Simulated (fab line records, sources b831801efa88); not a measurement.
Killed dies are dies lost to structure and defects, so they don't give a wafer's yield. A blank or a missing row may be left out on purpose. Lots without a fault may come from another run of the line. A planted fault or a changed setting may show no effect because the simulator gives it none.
A struck lot beside a sound one | flow gf180mcu | 29 steps out of a route of 602
Sound: wafers L263.2, L263.3, L263.5. Struck: wafers L266.3, L266.5, L266.6. The cause comes at the end.
At each step with rows: each side's tool, then ch and its chambers, then its first start. Under that, the readings that differ: sound wafers | struck wafers | difference of the means | sigmas: that difference in standard deviations of wafers without a fault.
alike: readings whose means differ by less than 2 such deviations, and words and numbers that are the same on both sides. not compared: withheld readings, readings that some wafer has no value for, bounds like >300 that may hide the same value, and numbers for which the record gives no deviation and whose values overlap.
The two part at a step that has a row with sigmas, a row that says differs or no value, or rows on one side only. Numbers that don't overlap but have no deviation are shown without sigmas and don't part them. A reading that every wafer of one side lacks parts them only if that side has two wafers or more.

GF_STI_BOW_MEAS_00:
  sound on film_metro-02, day 3 02:01; struck on film_metro-03, day 3 17:02
  alike: INCOMING_BOW
GF_STI_OXIDATION_01: stabilise 600 s, purge 300 s, target thk 10 nm.
  sound on furnace-02 ch 0, day 3 02:07; struck on furnace-02 ch 0, day 3 17:07
  reading                                    | sound             | struck            | difference | sigmas
  model.SiO2_of_STI_OXIDATION_01.thk_nm (nm) | 10.06 10.07 10.24 | 11.53 11.52 11.51 | +1.40      |
  alike: spike_tc_upper_C, tube_center_temp_C_max
GF_STI_THK_MEAS_02:
  sound on film_metro-03, day 3 03:31; struck on film_metro-03, day 3 18:46
  reading                | sound             | struck            | difference | sigmas
  STI_OXIDATION_THK (nm) | 10.10 10.03 10.24 | 11.57 11.54 11.51 | +1.42      | +7
  not compared: hold
GF_STI_THK_MEAS_04:
  sound on film_metro-04, day 3 05:34; struck on film_metro-02, day 4 00:25
  alike: STI_CVD_03_THK
then, 7 steps without rows for these wafers: GF_STI_DEHYDRATE_05 (time 60 s); GF_STI_HMDS_06 (prime time 60 s); GF_STI_COAT_07 (resist thk 700 nm); GF_STI_SOFTBAKE_08 (time 60 s); GF_STI_EXPOSE_09 (exposes mask COMP, target cd 220 nm); GF_STI_PEB_10 (peb time 90 s); GF_STI_DEVELOP_11 (develop time 60 s).
GF_STI_CD_MEAS_12: target cd 220 nm.
  sound on cd_sem-01, day 3 17:44; struck on cd_sem-02, day 4 09:58
  alike: cd_nm
GF_STI_ETCH_13: etches the open film in CHF3/O2, stops on Si, target depth 282.31 nm, time 112.9 s.
  sound on rie_diel-02 ch 0,2,3, day 3 17:50; struck on rie_diel-01 ch 0,1, day 4 10:03
  alike: drypump_motor_current_A, oes_product_au, throttle_valve_pct
  not compared: rf_hours_counter_h
GF_STI_ETCH_14: etches Si in HBr/Cl2/O2, target depth 360 nm, time 102.9 s.
  sound on rie_si-02 ch 0,1,2, day 3 17:55; struck on rie_si-02 ch 0,1, day 4 10:08
  alike: drypump_motor_current_A, oes_product_au, throttle_valve_pct
  not compared: rf_hours_counter_h
GF_STI_STRIP_15: strips in O2/N2.
  sound on plasma_asher-04 ch 0,1, day 3 17:59; struck on plasma_asher-04 ch 0,1, day 4 10:14
  reading                      | sound          | struck         | difference | sigmas
  strip_time_to_endpoint_s (s) | 3.67 3.61 3.73 | 3.78 3.81 3.80 | +0.13      | +2
  alike: drypump_motor_current_A, heater_power_w, o2_flow_sccm, oes_product_au
  not compared: rf_hours_counter_h
then, 6 steps without rows for these wafers: GF_STI_CLEAN_16 (cleans in dHF, time 25 s); GF_STI_WET_ETCH_17 (etches Si3N4 in H3PO4, target depth 45 nm, time 514 s); GF_STI_CLEAN_18 (cleans in SC1/SC2, time 150 s); GF_STI_CLEAN_19 (cleans in dHF, time 20 s); GF_STI_WET_ETCH_20 (etches SiO2 in dHF, target depth 20 nm, time 400 s); GF_STI_OXIDATION_21 (stabilise 600 s, purge 300 s, target thk 15 nm).
GF_STI_THK_MEAS_22:
  sound on film_metro-04, day 3 19:46; struck on film_metro-03, day 4 11:50
  alike: STI_OXIDATION_01_THK
then, 1 step without rows for these wafers: GF_STI_CVD_23 (deposits SiO2, target thk 650 nm, time 108.3 s).
GF_STI_THK_MEAS_24:
  sound on film_metro-02, day 3 19:54; struck on film_metro-03, day 4 11:58
  alike: STI_CVD_23_THK
GF_STI_CMP_25: polishes, stops on Si3N4, t overpolish 33 s, target thk 524.6 nm.
  sound on cmp-02 ch 2,3, day 3 20:15; struck on cmp-02 ch 0,1, day 4 12:04
  alike: motor_current_A, platen_rpm, slurry_filter_dp_kPa
then, 1 step without rows for these wafers: GF_STI_WET_ETCH_26 (etches SiO2 in dHF, target depth 94 nm, time 188 s).
GF_STI_WET_ETCH_27: etches Si3N4 in H3PO4, target depth 160 nm, time 1825 s.
  sound on wet_bench-02 ch 2, day 3 20:41; struck on wet_bench-01 ch 2, day 4 12:22
  reading                                    | sound          | struck            | difference | sigmas
  model.SiO2_of_STI_OXIDATION_01.thk_nm (nm) | 9.987 10 10.17 | 11.46 11.44 11.44 | +1.39      |
  alike: temp_c
then, 1 step without rows for these wafers: GF_STI_WET_ETCH_28 (etches SiO2 in dHF, target depth 20 nm, time 40 s).
GF_PASSIVATION_PROBE_99:
  the record has rows for the sound wafers here (prober-01, day 31 20:53) and none for the struck ones

WHERE THEY PART
First at GF_STI_THK_MEAS_02; last, within this record, at GF_PASSIVATION_PROBE_99.

WHY: what the simulator had put in
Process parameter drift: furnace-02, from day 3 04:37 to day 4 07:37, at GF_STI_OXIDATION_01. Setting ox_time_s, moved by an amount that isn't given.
